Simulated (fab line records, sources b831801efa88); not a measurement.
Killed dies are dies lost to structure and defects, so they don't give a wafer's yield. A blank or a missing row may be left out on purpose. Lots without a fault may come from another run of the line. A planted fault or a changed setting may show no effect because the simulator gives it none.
A struck lot beside a sound one | flow sky130 | 22 steps out of a route of 708
Sound: wafers L828.3, L828.4, L828.6. Struck: wafers L839.1, L839.3, L839.6. The cause comes at the end.
At each step with rows: each side's tool, then ch and its chambers, then its first start. Under that, the readings that differ: sound wafers | struck wafers | difference of the means | sigmas: that difference in standard deviations of wafers without a fault.
alike: readings whose means differ by less than 2 such deviations, and words and numbers that are the same on both sides. not compared: withheld readings, readings that some wafer has no value for, bounds like >300 that may hide the same value, and numbers for which the record gives no deviation and whose values overlap.
The two part at a step that has a row with sigmas, a row that says differs or no value, or rows on one side only. Numbers that don't overlap but have no deviation are shown without sigmas and don't part them. A reading that every wafer of one side lacks parts them only if that side has two wafers or more.

first, 2 steps without rows for these wafers: SKY_RES_PROTECT_DEVELOP_06 (develop time 60 s); SKY_POLY_GATE_IMPLANT_02.
SKY_RES_PROTECT_STRIP_07: strips in O2/N2.
  sound on plasma_asher-04 ch 0,1, day 16 01:46; struck on plasma_asher-03 ch 0,1, day 20 05:14
  reading                     | sound       | struck      | difference | sigmas
  drypump_motor_current_A (A) | 4.7 5.4 4.7 | 5.6 5.6 5.5 | +0.6       | +2
  alike: n2_flow_sccm, oes_product_au, strip_time_to_endpoint_s
  not compared: rf_hours_counter_h
SKY_RES_PROTECT_TW_MEAS_08:
  sound on film_metro-01, day 16 01:52; struck on film_metro-03, day 20 05:20
  alike: POLY_GATE_TW
then, 2 steps without rows for these wafers: SKY_RES_PROTECT_CLEAN_09 (cleans in SC1/SC2, time 150 s); SKY_POLY_GATE_CVD_03 (deposits Si3N4 from DCS/NH3, target thk 75 nm, time 1290 s).
SKY_POLY_GATE_THK_MEAS_04:
  sound on film_metro-02, day 16 03:30; struck on film_metro-01, day 20 07:17
  alike: POLY_GATE_CVD_03_THK
then, 5 steps without rows for these wafers: SKY_POLY_GATE_DEHYDRATE_05 (time 60 s); SKY_POLY_GATE_HMDS_06 (prime time 60 s); SKY_POLY_GATE_COAT_07 (resist thk 110 nm); SKY_POLY_GATE_COAT_08 (resist thk 450 nm); SKY_POLY_GATE_SOFTBAKE_09 (time 90 s).
SKY_POLY_GATE_EXPOSE_10: exposes mask P1M, target cd 150 nm.
  sound on krf_scanner-02 ch 0, day 16 17:50; struck on krf_scanner-02 ch 0, day 20 23:01
  reading | sound             | struck                     | difference | sigmas
  mask    | P1M#0 P1M#0 P1M#0 | P1M_R1#0 P1M_R1#0 P1M_R1#0 | differs    |
then, 2 steps without rows for these wafers: SKY_POLY_GATE_PEB_11; SKY_POLY_GATE_DEVELOP_12 (develop time 60 s).
SKY_POLY_GATE_CD_MEAS_13: target cd 150 nm.
  sound on cd_sem-02, day 17 07:41; struck on cd_sem-02, day 21 13:50
  reading    | sound             | struck            | difference | sigmas
  cd_nm (nm) | 149.5 148.0 149.1 | 162.4 162.2 163.6 | +13.9      | +9
SKY_POLY_GATE_OVL_MEAS_14:
  sound on overlay-02, day 17 07:46; struck on overlay-02, day 21 13:58
  alike: POLY_GATE_OVL
SKY_POLY_GATE_ETCH_15: etches BARC in N2/H2, stops on SiO2, time 118.5 s, target depth 110 nm.
  sound on rie_diel-04 ch 0,1,3, day 17 07:48; struck on rie_diel-04 ch 2,3, day 21 14:00
  reading                    | sound             | struck            | difference | sigmas
  model.POLY_GATE.cd_nm (nm) | 149.2 146.7 148.6 | 163.7 161.6 165.4 | +15.4      |
  alike: drypump_motor_current_A, n2_flow_sccm, oes_product_au, throttle_valve_pct
  not compared: rf_hours_counter_h
SKY_POLY_GATE_ETCH_16: etches Si3N4 in CH3F/O2, stops on poly-Si, time 147.5 s, target depth 75 nm.
  sound on rie_diel-04 ch 0,1,3, day 17 07:53; struck on rie_diel-04 ch 2,3, day 21 14:05
  alike: drypump_motor_current_A, oes_product_au, throttle_valve_pct
  not compared: rf_hours_counter_h
SKY_POLY_GATE_ETCH_17: etches poly-Si in HBr/Cl2, stops on SiO2, target depth 180 nm, time 70.5 s.
  sound on rie_si-02 ch 0,2,3, day 17 07:59; struck on rie_si-02 ch 2,3, day 21 14:11
  reading                    | sound             | struck            | difference | sigmas
  model.POLY_GATE.cd_nm (nm) | 149.2 146.9 147.8 | 164.7 159.5 162.8 | +14.4      |
  alike: drypump_motor_current_A, he_backside_leak_sccm, oes_product_au, throttle_valve_pct
  not compared: rf_hours_counter_h
SKY_POLY_GATE_STRIP_18: strips in O2/N2.
  sound on plasma_asher-03 ch 0,1, day 17 08:04; struck on plasma_asher-04 ch 0,1, day 21 14:14
  alike: drypump_motor_current_A, n2_flow_sccm, oes_product_au, strip_time_to_endpoint_s
  not compared: rf_hours_counter_h
-- the record jumps here: 28 days lie between the struck wafers' starts before and after (it left off in module POLY_GATE and takes up again in module PAD_OPEN, whose first step shown is number 708 of the route) --
SKY_PAD_OPEN_PROBE_99:
  sound on prober-02, day 46 11:46; struck on prober-01, day 49 04:42
  reading                                 | sound             | struck            | difference | sigmas
  killed_at_M4_up                         | 0 3 1             | 8 8 5             | +6         | +3
  model.etest.pfet_01v8.r_on_ohm_um       | 2876 2850 2854    | 3029 2962 3005    | +139       |
  model.etest.pfet_g5v0d10v5.r_on_ohm_um  | 4767 4799 4834    | 4928 4892 4849    | +90        |
  model.etest.res_poly.line_ohm_um        | 507.8 527.1 529.1 | 437.4 469.6 436.1 | -73.6      |
  model.etest.nfet_01v8.r_on_ohm_um       | 810.8 802.3 820.2 | 853.9 857.5 851.4 | +43.2      |
  model.etest.nfet_g5v0d10v5.r_on_ohm_um  | 1901 1907 1922    | 1955 1953 1926    | +35        |
  model.etest.sonos_uncharged.r_on_ohm_um | 806.5 792.3 811.5 | 845.2 836.7 840.5 | +37.4      |
  model.etest.nfet_01v8_lvt.drive_ua_um   | 589.6 593.2 589.5 | 569.9 563.8 579   | -19.9      |
  model.etest.res_high_po.line_ohm_um     | 753.8 746 771.6   | 708.4 722.2 695.6 | -48.4      |
  alike: killed_at_M0_to_M3, killed_at_contacts, killed_at_front_end, killed_at_other, killed_dies, killed_open, killed_short

WHERE THEY PART
First at SKY_RES_PROTECT_STRIP_07; last, within this record, at SKY_PAD_OPEN_PROBE_99.

WHY: what the simulator had put in
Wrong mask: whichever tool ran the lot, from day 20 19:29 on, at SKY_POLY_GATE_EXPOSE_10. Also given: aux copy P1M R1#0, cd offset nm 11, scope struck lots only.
